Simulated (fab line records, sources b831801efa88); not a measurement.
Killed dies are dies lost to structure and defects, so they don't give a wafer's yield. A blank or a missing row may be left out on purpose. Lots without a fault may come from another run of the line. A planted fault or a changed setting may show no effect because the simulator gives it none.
fab line records | flow sky130
record lots=13 wafers=39 last_day=50
route steps=708 shown LOCAL_INTERCONNECT@387 VIA1@466 METAL2@499 PAD_OPEN@708
lots that met no fault: from a run of the same line without faults
start_h: hours from the record's first day to the start of the lot's first wafer shown | wait_h: hours since the lot's step before | " the same as in the row above | L1.1+2: a row that stands for several wafers | - no value, or no start given | * or withheld: withheld | < > ~ a bound
route shown NAME@n: a module of which the file shows steps, and the number in the route of the first | usual: mean/standard deviation of fault-free wafers | same: alike in all rows | chamber/n: place in a boat | sites: the reading at each site | _std_site: their standard deviation | _edge_site: outer sites' mean less inner sites' | radius_mm: how far each site lies from the wafer's centre | mask NAME#n: copy n | behind: the tool/chamber that last shaped the wafer | hold: why the lot was held/for how many hours/how that ended | device: the transistor (n, p or np) that didn't switch | end of line: the same wafers' tests at the end of the route | a step without rows: its recipe alone | killed: dies lost to structure and defects at the first sort, not the wafer's yield | map: a wafer's dies, x killed, . not, _ none there
set.NAME: the setting as run; set.NAME@STEP: as run at that earlier step | model.NAME: the simulator's own value behind a step, which no gauge read
steps of the route over a sample of lots; a table a step, a row a wafer
services: from which hour (start_h, from the record's first day; less than 0 if before it) a tool's chamber was out of use, for how many hours, and why
## steps
# step SKY_LOCAL_INTERCONNECT_SPUTTER_00
# recipe material=TiN target_thk_nm=100 temp_c=300 power_w=6500 time_s=83.3 chamber_pressure_pa=0.4
# usual susceptor_temp_C=300.00/0.18 throttle_valve_pct=30.0/1.1
# columns lot.wafer tool chamber start_h wait_h susceptor_temp_C throttle_valve_pct
L758.3 pvd_sputter-01 - 671.06 0.1 299.84 29.6
L758.4 " - " " 300.17 31.6
L758.5 " - " " 299.99 31.9
L760.1 pvd_sputter-04 - 691.14 0.2 299.75 30.1
L760.3 " - " " 300.03 31.0
L760.5 " - " " 299.92 31.1
L762.1 pvd_sputter-01 - 709.34 0.2 300.09 29.4
L762.4 " - " " 299.85 30.7
L762.5 " - " " 300.23 29.7
L764.2 pvd_sputter-01 - 727.44 0.2 300.02 31.9
L764.3 " - " " 299.81 29.3
L764.6 " - " " 300.09 28.6
L769.1 pvd_sputter-01 - 769.81 0.1 299.92 29.3
L769.5 " - " " 300.23 29.4
L769.6 " - " " 299.89 28.8
L770.1 pvd_sputter-01 - 774.83 0.2 299.81 30.3
L770.2 " - " " 300.07 29.6
L770.5 " - " " 299.61 32.0
L773.2 pvd_sputter-04 - 798.04 0.1 300.10 29.3
L773.4 " - " " 300.25 29.9
L773.5 " - " " 299.76 30.8
L774.1 pvd_sputter-04 - 806.11 0.1 300.06 31.3
L774.4 " - " " 300.18 30.0
L774.6 " - " " 300.11 29.1
L776.1 pvd_sputter-01 - 809.99 0.2 299.97 31.9
L776.5 " - " " 299.82 28.4
L776.6 " - " " 300.40 30.7
L775.1 pvd_sputter-01 - 814.57 0.2 299.88 32.0
L775.2 " - " " 299.70 28.5
L775.3 " - " " 299.79 29.4
L779.2 pvd_sputter-04 - 836.37 0.1 300.09 30.1
L779.3 " - " " 300.12 29.1
L779.5 " - " " 300.19 29.2
L780.2 pvd_sputter-02 - 848.50 0.1 299.84 31.0
L780.3 " - " " 300.03 31.2
L780.5 " - " " 299.99 31.2
L781.1 pvd_sputter-01 - 857.05 0.2 300.03 28.7
L781.5 " - " " 300.04 29.2
L781.6 " - " " 299.83 28.6
# step SKY_LOCAL_INTERCONNECT_THK_MEAS_02
# recipe thk_meas_gauge=xrf reads=TiN_of_LOCAL_INTERCONNECT_SPUTTER_00
# usual LOCAL_INTERCONNECT_TIN_THK=101.5/1.5
# columns lot.wafer tool chamber start_h wait_h LOCAL_INTERCONNECT_TIN_THK[nm]
L758.3 film_metro-01 - 671.26 0.1 101.8
L758.4 " - " " 101.7
L758.5 " - " " 101.8
L760.1 film_metro-04 - 691.32 0.1 101.8
L760.3 " - " " 103.5
L760.5 " - " " 103.5
L762.1 film_metro-04 - 709.52 0.1 102.0
L762.4 " - " " 101.5
L762.5 " - " " 100.9
L764.2 film_metro-02 - 727.63 0.1 101.7
L764.3 " - " " 101.1
L764.6 " - " " 101.9
L769.1 film_metro-04 - 769.99 0.1 102.4
L769.5 " - " " 102.1
L769.6 " - " " 102.3
L770.1 film_metro-04 - 775.03 0.1 102.3
L770.2 " - " " 102.8
L770.5 " - " " 102.2
L773.2 film_metro-01 - 798.24 0.1 98.9
L773.4 " - " " 97.7
L773.5 " - " " 99.9
L774.1 film_metro-01 - 806.30 0.1 100.8
L774.4 " - " " 98.8
L774.6 " - " " 100.4
L776.1 film_metro-04 - 810.17 0.1 102.6
L776.5 " - " " 101.9
L776.6 " - " " 101.9
L775.1 film_metro-02 - 814.75 0.1 101.5
L775.2 " - " " 100.7
L775.3 " - " " 101.0
L779.2 film_metro-04 - 836.56 0.1 98.0
L779.3 " - " " 100.3
L779.5 " - " " 99.4
L780.2 film_metro-01 - 848.69 0.1 102.4
L780.3 " - " " 103.1
L780.5 " - " " 103.4
L781.1 film_metro-02 - 857.23 0.1 101.5
L781.5 " - " " 100.7
L781.6 " - " " 102.1
# step SKY_VIA1_SOFTBAKE_08
# recipe temp_c=100 time_s=90 resist=KrF-thick
# usual heater_power_total_W=57.36/0.12 plate_temp_C=99.98/0.11
# columns lot.wafer tool chamber start_h wait_h heater_power_total_W plate_temp_C
L758.3 litho_track-04 0 770 - 57.19 99.95
L758.4 " 0 " " 57.40 100.04
L758.5 " 0 " " 57.51 100.02
L760.1 litho_track-02 0 791 - 57.27 99.98
L760.3 " 0 " " 57.39 99.96
L760.5 " 0 " " 57.44 100.01
L762.1 litho_track-04 0 807 - 57.22 99.77
L762.4 " 0 " " 57.41 99.88
L762.5 " 0 " " 57.17 100.00
L764.2 litho_track-02 0 825 - 57.32 100.12
L764.3 " 0 " " 57.53 100.05
L764.6 " 0 " " 57.20 99.90
L769.1 litho_track-04 0 867 - 54.37 96.07
L769.5 " 0 " " 54.15 96.19
L769.6 " 0 " " 54.48 96.32
L770.1 litho_track-04 0 872 - 54.45 95.98
L770.2 " 0 " " 54.38 95.83
L770.5 " 0 " " 54.23 96.17
L773.2 litho_track-03 0 896 - 57.44 99.95
L773.4 " 0 " " 57.54 99.94
L773.5 " 0 " " 57.43 99.99
L774.1 litho_track-02 0 903 - 57.48 100.00
L774.4 " 0 " " 57.40 100.16
L774.6 " 0 " " 57.24 100.01
L776.1 litho_track-03 0 906 - 57.20 99.94
L776.5 " 0 " " 57.46 100.07
L776.6 " 0 " " 57.35 100.12
L775.1 litho_track-03 0 911 - 57.46 99.97
L775.2 " 0 " " 57.22 99.82
L775.3 " 0 " " 57.40 99.93
L779.2 litho_track-03 0 931 - 57.23 99.93
L779.3 " 0 " " 57.53 99.82
L779.5 " 0 " " 57.59 100.01
L780.2 litho_track-03 0 942 - 57.41 99.96
L780.3 " 0 " " 57.43 100.01
L780.5 " 0 " " 57.31 100.07
L781.1 litho_track-04 0 950 - 57.40 99.60
L781.5 " 0 951 - 57.43 99.70
L781.6 " 0 " " 57.17 99.85
# step SKY_METAL2_OVL_MEAS_16
# usual METAL2_OVL=4/5.5
# columns lot.wafer tool chamber start_h wait_h METAL2_OVL[nm]
L758.3 overlay-02 - 811.85 0.1 5
L758.4 " - " " 0
L758.5 " - " " 10
L760.1 overlay-01 - 833.52 0.1 13
L760.3 " - " " 5
L760.5 " - " " 12
L762.1 overlay-01 - 850.05 0.1 7
L762.4 " - " " 15
L762.5 " - " " 0
L764.2 overlay-01 - 866.89 0.1 3
L764.3 " - " " 7
L764.6 " - " " -2
L769.1 overlay-02 - 906.32 0.1 9
L769.5 " - " " 2
L769.6 " - " " 6
L770.1 overlay-01 - 912.27 0.1 0
L770.2 " - " " 11
L770.5 " - " " 1
L773.2 overlay-01 - 935.15 0.1 -3
L773.4 " - " " -4
L773.5 " - " " 9
L774.1 overlay-02 - 942.18 0.1 -2
L774.4 " - " " 7
L774.6 " - " " 7
L776.1 overlay-01 - 945.95 0.1 1
L776.5 " - " " -7
L776.6 " - " " 6
L775.1 overlay-02 - 950.40 0.1 0
L775.2 " - " " 7
L775.3 " - " " 8
L779.2 overlay-02 - 970.15 0.1 -5
L779.3 " - " " 3
L779.5 " - " " 4
L780.2 overlay-01 - 980.43 0.1 15
L780.3 " - " " 9
L780.5 " - " " 15
L781.1 overlay-01 - 987.44 0.1 -1
L781.5 " - " " 0
L781.6 " - " " 10
# step SKY_PAD_OPEN_PROBE_99
# usual defect_limited_yield=82.4/2 killed_at_M0_to_M3=44/7.9 killed_at_M4_up=3.1/2 killed_at_contacts=23/4.9 killed_at_front_end=15/3.9 killed_at_other=0.2/0.49 killed_dies=86/10 killed_open=47/7.1 killed_short=39/7.1 sort_bin_3_pad_short=0.9/0.41 sort_bin_5_function=10.4/1.5 sort_bin_6_memory=6.3/1 sort_n_pass=406/10 sort_yield_pct=82.4/2
# same gross_dies=492 killed_at_back_side=0 sort_bin_4_leakage[%]=0 sort_bin_8_speed[%]=0
# columns lot.wafer tool chamber start_h wait_h defect_limited_yield[%] killed_at_M0_to_M3 killed_at_M4_up killed_at_contacts killed_at_front_end killed_at_other killed_dies killed_open killed_short sort_bin_3_pad_short[%] sort_bin_5_function[%] sort_bin_6_memory[%] sort_n_pass sort_yield_pct[%]
L758.3 prober-02 - 1071.68 0.2 81.1 49 1 28 15 0 93 50 43 1.6 10.8 6.5 399 81.1
L758.4 prober-02 - 1071.73 0.2 79.7 52 5 26 15 2 100 50 50 1.0 11.8 7.5 392 79.7
L758.5 prober-02 - 1071.78 0.2 84.3 40 0 21 16 0 77 44 33 0.6 8.5 6.5 415 84.3
L760.1 prober-02 - 1084.79 0.1 85.0 34 1 24 15 0 74 39 34 1.0 9.3 4.7 418 85.0
L760.3 prober-02 - 1084.89 0.2 84.3 49 1 18 9 0 77 43 34 0.2 10.8 4.7 415 84.3
L760.5 prober-02 - 1084.99 0.2 80.5 47 5 25 19 0 96 46 50 1.2 11.8 6.5 396 80.5
L762.1 prober-02 - 1099.59 0.1 78.7 65 3 21 16 0 105 56 49 0.6 12.4 8.3 387 78.7
L762.4 prober-02 - 1099.74 0.2 79.5 50 5 25 20 1 101 47 54 1.0 13.4 6.1 391 79.5
L762.5 prober-02 - 1099.79 0.2 82.9 47 3 19 15 0 84 43 41 0.6 10.4 6.1 408 82.9
L764.2 prober-02 - 1111.47 0.1 88.0 30 1 17 11 0 59 35 24 0.6 7.1 4.3 433 88.0
L764.3 prober-02 - 1111.52 0.2 82.3 47 2 27 11 0 87 42 45 0.6 9.1 7.9 405 82.3
L764.6 prober-02 - 1111.67 0.2 81.7 43 1 31 15 0 90 44 46 1.4 10.2 6.7 402 81.7
L769.1 prober-01 - 1142.82 0.1 82.9 45 3 24 11 1 84 46 37 1.2 9.6 6.3 408 82.9
L769.5 prober-01 - 1143.02 0.2 81.9 44 5 24 16 0 89 44 44 1.4 11.8 4.9 403 81.9
L769.6 prober-01 - 1143.07 0.2 84.1 39 0 23 16 0 78 52 26 0.8 10.2 4.9 414 84.1
L770.1 prober-02 - 1144.89 0.1 79.9 50 9 22 17 1 99 43 56 1.4 12.8 5.9 393 79.9
L770.2 prober-02 - 1144.94 0.1 82.5 46 5 22 13 0 86 48 38 0.6 10.0 6.9 406 82.5
L770.5 prober-02 - 1145.09 0.2 80.9 46 5 25 18 0 94 61 33 1.0 12.4 5.7 398 80.9
L773.2 prober-01 - 1163.30 0.1 84.1 41 0 21 16 0 78 46 32 1.2 8.5 6.1 414 84.1
L773.4 prober-01 - 1163.40 0.2 84.3 46 2 16 13 0 77 42 35 0.4 10.0 5.3 415 84.3
L773.5 prober-01 - 1163.45 0.2 80.5 46 4 30 15 1 96 52 44 1.4 11.8 6.3 396 80.5
L774.1 prober-02 - 1168.52 0.1 85.6 40 1 23 7 0 71 39 32 1.4 7.9 5.1 421 85.6
L774.4 prober-02 - 1168.67 0.2 76.6 66 1 25 23 0 115 67 48 0.6 15.7 7.1 377 76.6
L774.6 prober-02 - 1168.77 0.2 83.7 41 7 23 9 0 80 36 44 0.6 10.0 5.7 412 83.7
L776.1 prober-01 - 1170.67 0.1 83.1 39 5 27 12 0 83 45 38 0.4 9.3 7.1 409 83.1
L776.5 prober-01 - 1170.87 0.2 83.7 44 2 21 13 0 80 43 37 0.2 10.6 5.5 412 83.7
L776.6 prober-01 - 1170.92 0.2 81.7 55 1 17 17 0 90 57 33 0.8 10.4 7.1 402 81.7
L775.1 prober-02 - 1173.83 0.1 81.9 41 3 20 25 0 89 51 38 1.2 9.8 7.1 403 81.9
L775.2 prober-02 - 1173.88 0.1 83.3 42 2 22 16 0 82 41 41 1.2 10.2 5.3 410 83.3
L775.3 prober-02 - 1173.93 0.2 85.2 34 2 22 15 0 73 43 30 1.0 9.6 4.3 419 85.2
L779.2 prober-01 - 1186.37 0.1 83.5 39 5 20 17 0 81 46 35 1.0 10.4 5.1 411 83.5
L779.3 prober-01 - 1186.42 0.2 86.0 36 0 21 11 1 69 41 28 0.4 9.3 4.3 423 86.0
L779.5 prober-01 - 1186.52 0.2 83.9 38 2 17 21 1 79 44 34 1.6 8.9 5.5 413 83.9
L780.2 prober-02 - 1195.60 0.1 79.9 46 2 39 12 0 99 50 49 1.4 11.6 7.1 393 79.9
L780.3 prober-02 - 1195.65 0.2 79.5 44 0 41 16 0 101 59 42 0.4 12.8 7.3 391 79.5
L780.5 prober-02 - 1195.75 0.2 86.2 30 4 20 14 0 68 34 34 0.4 9.3 4.1 424 86.2
L781.1 prober-01 - 1199.52 0.1 82.1 50 5 24 9 0 88 45 42 0.8 11.0 6.1 404 82.1
L781.5 prober-01 - 1199.72 0.2 82.5 45 1 24 15 1 86 39 47 1.2 9.8 6.5 406 82.5
L781.6 prober-01 - 1199.77 0.2 84.8 42 2 20 11 0 75 33 40 0.4 9.6 5.3 417 84.8
# killed by level:class
L758.3 VIA1:geometric_particle:open=15 LI_CONTACT:geometric_particle:open=10 METAL2:geometric_particle:short=8 CONTACT:geometric_particle:open=7 FIELD_ISO:geometric_particle:short=6 FIELD_ISO:geometric_particle:open=4 POLY_GATE:geometric_particle:short=4 LOCAL_INTERCONNECT:geometric_particle:short=4
L758.4 VIA1:geometric_particle:open=12 METAL2:geometric_particle:short=10 VIA3:geometric_particle:open=8 LI_CONTACT:geometric_particle:open=8 METAL1:geometric_particle:short=6 CONTACT:geometric_particle:open=6 FIELD_ISO:geometric_particle:short=4 POLY_GATE:geometric_particle:open=4
L758.5 VIA1:geometric_particle:open=9 VIA3:geometric_particle:open=8 LI_CONTACT:geometric_particle:open=7 CONTACT:geometric_particle:open=7 POLY_GATE:geometric_particle:open=5 VIA1:geometric_particle:short=5 FIELD_ISO:geometric_particle:short=4 CONTACT:geometric_particle:short=4
L760.1 CONTACT:geometric_particle:open=8 FIELD_ISO:geometric_particle:open=7 VIA1:geometric_particle:open=7 VIA1:geometric_particle:short=6 CONTACT:geometric_particle:short=5 LOCAL_INTERCONNECT:geometric_particle:short=5 FIELD_ISO:geometric_particle:short=4 VIA2:geometric_particle:open=4
L760.3 VIA1:geometric_particle:open=10 METAL2:geometric_particle:short=8 VIA2:geometric_particle:open=7 LI_CONTACT:geometric_particle:open=6 CONTACT:geometric_particle:open=6 METAL1:geometric_particle:short=6 VIA1:geometric_particle:short=6 VIA3:geometric_particle:open=6
L760.5 VIA1:geometric_particle:open=11 CONTACT:geometric_particle:open=9 VIA3:geometric_particle:open=8 FIELD_ISO:geometric_particle:short=7 LI_CONTACT:geometric_particle:open=6 VIA1:geometric_particle:short=6 VIA2:geometric_particle:short=6 LI_CONTACT:geometric_particle:short=5
L762.1 VIA2:geometric_particle:open=12 VIA3:geometric_particle:open=10 VIA1:geometric_particle:open=10 FIELD_ISO:geometric_particle:short=8 METAL1:geometric_particle:short=7 CONTACT:geometric_particle:open=6 METAL2:geometric_particle:short=6 LI_CONTACT:geometric_particle:open=5
L762.4 VIA1:geometric_particle:open=17 LOCAL_INTERCONNECT:geometric_particle:short=8 CONTACT:geometric_particle:short=7 CONTACT:geometric_particle:open=7 VIA2:geometric_particle:open=7 POLY_GATE:geometric_particle:short=6 METAL1:geometric_particle:short=5 VIA2:geometric_particle:short=5
L762.5 VIA3:geometric_particle:open=12 VIA1:geometric_particle:open=10 CONTACT:geometric_particle:short=8 METAL1:geometric_particle:short=7 FIELD_ISO:geometric_particle:short=5 CONTACT:geometric_particle:open=5 VIA2:geometric_particle:open=5 VIA1:geometric_particle:short=4
L764.2 CONTACT:geometric_particle:open=8 VIA2:geometric_particle:open=6 FIELD_ISO:geometric_particle:open=5 VIA1:geometric_particle:open=5 VIA3:geometric_particle:short=4 LOCAL_INTERCONNECT:geometric_particle:short=3 CONTACT:geometric_particle:short=3 METAL1:geometric_particle:open=3
L764.3 CONTACT:geometric_particle:open=10 VIA2:geometric_particle:open=9 VIA1:geometric_particle:open=9 METAL1:geometric_particle:short=8 METAL2:geometric_particle:short=8 POLY_GATE:geometric_particle:short=5 LOCAL_INTERCONNECT:geometric_particle:short=5 LI_CONTACT:geometric_particle:open=4
L764.6 CONTACT:geometric_particle:open=15 METAL1:geometric_particle:short=8 VIA3:geometric_particle:open=8 CONTACT:geometric_particle:short=7 METAL2:geometric_particle:short=7 VIA1:geometric_particle:open=5 POLY_GATE:geometric_particle:open=4 METAL3:geometric_particle:short=4
L769.1 CONTACT:geometric_particle:open=10 VIA1:geometric_particle:open=10 VIA3:geometric_particle:open=10 LI_CONTACT:geometric_particle:open=6 METAL1:geometric_particle:short=6 CONTACT:geometric_particle:short=5 VIA1:geometric_particle:short=5 FIELD_ISO:geometric_particle:open=4
L769.5 VIA1:geometric_particle:open=12 CONTACT:geometric_particle:short=8 VIA1:geometric_particle:short=8 FIELD_ISO:geometric_particle:short=7 CONTACT:geometric_particle:open=7 FIELD_ISO:geometric_particle:open=6 VIA3:geometric_particle:short=5 VIA3:geometric_particle:open=5
L769.6 VIA3:geometric_particle:open=10 VIA1:geometric_particle:open=9 CONTACT:geometric_particle:open=8 FIELD_ISO:geometric_particle:open=7 CONTACT:geometric_particle:short=5 LI_CONTACT:geometric_particle:open=4 METAL1:geometric_particle:short=4 METAL2:geometric_particle:short=4
L770.1 VIA2:geometric_particle:open=9 METAL2:geometric_particle:short=7 VIA3:geometric_particle:open=7 METAL4:geometric_particle:short=7 FIELD_ISO:geometric_particle:open=6 METAL1:geometric_particle:short=6 VIA3:geometric_particle:short=6 FIELD_ISO:geometric_particle:short=5
L770.2 CONTACT:geometric_particle:open=11 VIA2:geometric_particle:open=9 VIA3:geometric_particle:open=9 VIA1:geometric_particle:open=7 VIA1:geometric_particle:short=6 POLY_GATE:geometric_particle:short=5 CONTACT:geometric_particle:short=5 METAL2:geometric_particle:short=5
L770.5 LI_CONTACT:geometric_particle:open=11 VIA1:geometric_particle:open=11 VIA2:geometric_particle:open=9 POLY_GATE:geometric_particle:open=7 CONTACT:geometric_particle:open=6 VIA3:geometric_particle:open=6 METAL1:geometric_particle:short=5 CONTACT:geometric_particle:short=4
L773.2 CONTACT:geometric_particle:open=9 VIA3:geometric_particle:open=8 VIA1:geometric_particle:open=7 VIA2:geometric_particle:open=7 FIELD_ISO:geometric_particle:short=5 METAL1:geometric_particle:short=5 POLY_GATE:geometric_particle:open=4 LI_CONTACT:geometric_particle:open=4
L773.4 CONTACT:geometric_particle:open=8 VIA2:geometric_particle:open=8 VIA1:geometric_particle:open=7 METAL1:geometric_particle:short=6 VIA1:geometric_particle:short=6 VIA3:geometric_particle:open=6 LI_CONTACT:geometric_particle:open=5 METAL3:geometric_particle:short=5
L773.5 CONTACT:geometric_particle:open=9 VIA2:geometric_particle:open=9 LI_CONTACT:geometric_particle:open=8 LI_CONTACT:geometric_particle:short=7 METAL2:geometric_particle:short=6 VIA3:geometric_particle:short=6 VIA3:geometric_particle:open=6 POLY_GATE:geometric_particle:short=4
L774.1 VIA1:geometric_particle:open=14 LI_CONTACT:geometric_particle:open=7 CONTACT:geometric_particle:open=6 CONTACT:geometric_particle:short=6 VIA2:geometric_particle:open=5 METAL1:geometric_particle:short=4 LOCAL_INTERCONNECT:geometric_particle:short=3 VIA3:geometric_particle:open=3
L774.4 VIA1:geometric_particle:open=14 VIA3:geometric_particle:open=12 VIA2:geometric_particle:open=10 CONTACT:geometric_particle:open=7 VIA1:geometric_particle:short=7 POLY_GATE:geometric_particle:open=6 VIA3:geometric_particle:short=6 CONTACT:geometric_particle:short=6
L774.6 VIA1:geometric_particle:open=9 CONTACT:geometric_particle:open=7 METAL2:geometric_particle:short=6 VIA2:geometric_particle:open=6 LI_CONTACT:geometric_particle:short=5 VIA1:geometric_particle:short=5 LI_CONTACT:geometric_particle:open=4 METAL4:geometric_particle:short=4
L776.1 CONTACT:geometric_particle:open=15 VIA1:geometric_particle:open=9 CONTACT:geometric_particle:short=6 VIA2:geometric_particle:open=6 METAL2:geometric_particle:short=5 VIA3:geometric_particle:open=5 FIELD_ISO:geometric_particle:short=4 VIA3:geometric_particle:short=4
L776.5 VIA1:geometric_particle:open=12 CONTACT:geometric_particle:open=10 VIA1:geometric_particle:short=10 CONTACT:geometric_particle:short=6 FIELD_ISO:geometric_particle:open=5 METAL1:geometric_particle:short=4 VIA2:geometric_particle:open=4 VIA3:geometric_particle:open=3
L776.6 VIA1:geometric_particle:open=18 FIELD_ISO:geometric_particle:open=11 METAL2:geometric_particle:short=9 LI_CONTACT:geometric_particle:open=8 VIA3:geometric_particle:open=8 VIA2:geometric_particle:short=6 FIELD_ISO:geometric_particle:short=5 VIA2:geometric_particle:open=5
L775.1 FIELD_ISO:geometric_particle:open=9 VIA1:geometric_particle:open=9 CONTACT:geometric_particle:open=7 CONTACT:geometric_particle:short=7 VIA2:geometric_particle:open=7 FIELD_ISO:geometric_particle:short=6 VIA1:geometric_particle:short=5 POLY_GATE:geometric_particle:short=5
L775.2 CONTACT:geometric_particle:open=13 VIA1:geometric_particle:open=10 METAL2:geometric_particle:short=8 VIA2:geometric_particle:open=6 FIELD_ISO:geometric_particle:short=4 POLY_GATE:geometric_particle:short=4 POLY_GATE:geometric_particle:open=4 LI_CONTACT:geometric_particle:open=4
L775.3 CONTACT:geometric_particle:open=9 LI_CONTACT:geometric_particle:open=7 POLY_GATE:geometric_particle:open=6 METAL2:geometric_particle:short=6 VIA2:geometric_particle:open=6 VIA3:geometric_particle:open=6 CONTACT:geometric_particle:short=5 FIELD_ISO:geometric_particle:open=4
L779.2 VIA3:geometric_particle:open=11 CONTACT:geometric_particle:open=8 VIA1:geometric_particle:open=7 VIA2:geometric_particle:open=6 LOCAL_INTERCONNECT:geometric_particle:short=5 POLY_GATE:geometric_particle:short=4 SPACER:geometric_particle:short=4 METAL1:geometric_particle:short=4
L779.3 VIA1:geometric_particle:open=8 METAL2:geometric_particle:short=8 CONTACT:geometric_particle:open=7 LI_CONTACT:geometric_particle:open=7 VIA3:geometric_particle:open=5 POLY_GATE:geometric_particle:open=4 POLY_GATE:geometric_particle:short=4 VIA2:geometric_particle:open=4
L779.5 VIA1:geometric_particle:open=13 CONTACT:geometric_particle:open=7 FIELD_ISO:geometric_particle:open=6 METAL1:geometric_particle:short=6 POLY_GATE:geometric_particle:open=5 METAL3:geometric_particle:short=5 FIELD_ISO:geometric_particle:short=4 LI_CONTACT:geometric_particle:open=4
L780.2 CONTACT:geometric_particle:open=12 LI_CONTACT:geometric_particle:open=9 VIA1:geometric_particle:open=8 LOCAL_INTERCONNECT:geometric_particle:short=7 VIA2:geometric_particle:open=7 POLY_GATE:geometric_particle:short=6 LI_CONTACT:geometric_particle:short=6 METAL2:geometric_particle:short=6
L780.3 VIA1:geometric_particle:open=14 LI_CONTACT:geometric_particle:open=13 CONTACT:geometric_particle:open=12 CONTACT:geometric_particle:short=8 METAL1:geometric_particle:short=6 VIA3:geometric_particle:open=6 LOCAL_INTERCONNECT:geometric_particle:short=5 VIA1:geometric_particle:short=5
L780.5 VIA1:geometric_particle:short=7 CONTACT:geometric_particle:open=7 VIA1:geometric_particle:open=7 FIELD_ISO:geometric_particle:short=6 LI_CONTACT:geometric_particle:open=6 POLY_GATE:geometric_particle:open=3 LOCAL_INTERCONNECT:geometric_particle:short=3 VIA3:geometric_particle:open=3
L781.1 VIA1:geometric_particle:open=14 LI_CONTACT:geometric_particle:open=9 VIA2:geometric_particle:open=6 VIA3:geometric_particle:open=6 VIA1:geometric_particle:short=5 FIELD_ISO:geometric_particle:short=4 LOCAL_INTERCONNECT:geometric_particle:short=4 CONTACT:geometric_particle:short=4
L781.5 VIA1:geometric_particle:open=7 METAL2:geometric_particle:short=7 VIA3:geometric_particle:open=7 LI_CONTACT:geometric_particle:short=6 LOCAL_INTERCONNECT:geometric_particle:short=6 CONTACT:geometric_particle:open=6 VIA3:geometric_particle:short=5 METAL1:geometric_particle:short=4
L781.6 VIA1:geometric_particle:open=8 VIA2:geometric_particle:open=6 CONTACT:geometric_particle:open=6 CONTACT:geometric_particle:short=5 METAL3:geometric_particle:short=4 LI_CONTACT:geometric_particle:open=4 LOCAL_INTERCONNECT:geometric_particle:short=4 VIA1:geometric_particle:short=4
## services
# columns tool chamber start_h hours kind
pvd_sputter-04 - 649.57 4.6 repair
pvd_sputter-02 - 792.13 35.0 repair
pvd_sputter-01 - 801.92 4.3 repair
pvd_sputter-02 - 811.43 4.6 repair
pvd_sputter-04 - 820.25 0.6 repair
pvd_sputter-02 - 823.34 5.6 repair
pvd_sputter-01 - 853.17 3.4 repair
pvd_sputter-04 - 856.74 1.1 repair
pvd_sputter-04 - 884.87 19.5 repair
pvd_sputter-01 - 905.09 2.3 repair
pvd_sputter-02 - 947.45 3.3 repair
pvd_sputter-04 - 950.41 0.5 repair
## key
first_sign step=SKY_VIA1_SOFTBAKE_08 reading=plate_temp_C direction=down sigmas=35 usual=* struck=*
effect step=SKY_VIA1_SOFTBAKE_08 reading=heater_power_total_W direction=down sigmas=24 usual=* struck=*
met_at SKY_VIA1_SOFTBAKE_08
struck_lots L769,L770
not_acting_at SKY_LOCAL_INTERCONNECT_SPUTTER_00,SKY_LOCAL_INTERCONNECT_THK_MEAS_02,SKY_METAL2_OVL_MEAS_16
onset_between 807 867
fault kind=process_parameter_drift tool=litho_track-04 chamber=- onset_h=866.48 steps=SKY_VIA1_SOFTBAKE_08 channel=temp_c offset=* shape=step end_h=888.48 acts_in=* stated=*
